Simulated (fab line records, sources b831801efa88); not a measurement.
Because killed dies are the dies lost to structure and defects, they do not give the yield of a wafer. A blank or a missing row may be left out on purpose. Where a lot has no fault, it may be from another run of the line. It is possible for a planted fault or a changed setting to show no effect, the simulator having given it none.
Which tool did it? | flow gf180mcu | 14 lots, 42 wafers sampled, at 2 steps of a route of 602

WHAT THE GAUGES READ, wafer by wafer
GF_CONTACT_BOW_MEAS_05.
lot  | measured     | on            | CONTACT_BOW (um)
L885 | day 15 05:14 | film-metro-01 | 52 71 52
L886 | day 15 12:14 | film-metro-01 | 70 72 78
L888 | day 15 23:50 | film-metro-02 | 72 71 64
L889 | day 16 10:07 | film-metro-01 | 70 60 64
L890 | day 16 18:10 | film-metro-01 | 57 63 64
L891 | day 17 01:28 | film-metro-02 | 73 59 59
L893 | day 17 20:58 | film-metro-02 | 73 61 61
L895 | day 18 14:58 | film-metro-01 | 66 69 67
L896 | day 19 02:47 | film-metro-01 | 65 66 72
L897 | day 19 09:26 | film-metro-01 | 72 67 72
L898 | day 19 13:19 | film-metro-01 | 64 53 77
L901 | day 21 00:17 | film-metro-03 | 69 72 59
L902 | day 21 18:22 | film-metro-02 | 57 66 70
L903 | day 21 23:45 | film-metro-03 | 69 76 63

WHAT TOOL EACH LOT RAN ON (gives the tool, then ch and the chambers of the sampled wafers, and finally the start)
lot  | GF_CONTACT_CVD_02
L885 | pecvd-03 ch 0,1, day 15 04:47
L886 | pecvd-04 ch 0,1,2, day 15 11:49
L888 | pecvd-03 ch 0,2, day 15 23:23
L889 | pecvd-02 ch 1,2, day 16 09:41
L890 | pecvd-02 ch 0,1,2, day 16 17:41
L891 | pecvd-02 ch 0,2, day 17 01:01
L893 | pecvd-04 ch 0,1, day 17 20:31
L895 | pecvd-03 ch 0,2, day 18 14:31
L896 | pecvd-04 ch 0,2, day 19 02:22
L897 | pecvd-02 ch 0,1, day 19 09:00
L898 | pecvd-04 ch 0,1, day 19 12:53
L901 | pecvd-03 ch 0,1, day 20 23:49
L902 | pecvd-02 ch 1,2, day 21 17:56
L903 | pecvd-03 ch 0,1,2, day 21 23:18
- GF_CONTACT_CVD_02: deposits SiO2 from TEOS, target thk 860 nm, time 95.992 s.

AS READ BY THE TOOLS THEMSELVES (means over the sampled wafers that have a number; for cases with no such wafer, the mark the record gives instead)
GF_CONTACT_CVD_02.
lot  | tool     | heater-power-w (W)
L885 | pecvd-03 | 644
L886 | pecvd-04 | 606
L888 | pecvd-03 | 679
L889 | pecvd-02 | 667
L890 | pecvd-02 | 687
L891 | pecvd-02 | 734
L893 | pecvd-04 | 638
L895 | pecvd-03 | 704
L896 | pecvd-04 | 526
L897 | pecvd-02 | 639
L898 | pecvd-04 | 561
L901 | pecvd-03 | 599
L902 | pecvd-02 | 676
L903 | pecvd-03 | 654

THE ANSWER, worked out from the rows above alone
Rule: the usual values come from the lots themselves. The widest of any qualifying gaps counts: lots, ordered by their means at a reading, are off when they make up no more than a third of the lots, leave a main group of 4 or more, and stand apart from it by 3 or more times the standard deviation of that group's means. If all means in a main group match to the digits the tables above print for the reading, that group is not used. Also off: a lot with no number at a reading for which 4 or more lots have one. The other lots that the step has rows for count as sound. After the gauges, taken in route order, come the tools' own readings; for these a lot's mean is taken, as printed above. The first step at which some lot is off is used, and at that step the reading that is off furthest; a lot without a number counts as furthest.
No lot is off at any reading shown: from this, nothing can be told.

WHAT THE SIMULATOR HAD PUT IN
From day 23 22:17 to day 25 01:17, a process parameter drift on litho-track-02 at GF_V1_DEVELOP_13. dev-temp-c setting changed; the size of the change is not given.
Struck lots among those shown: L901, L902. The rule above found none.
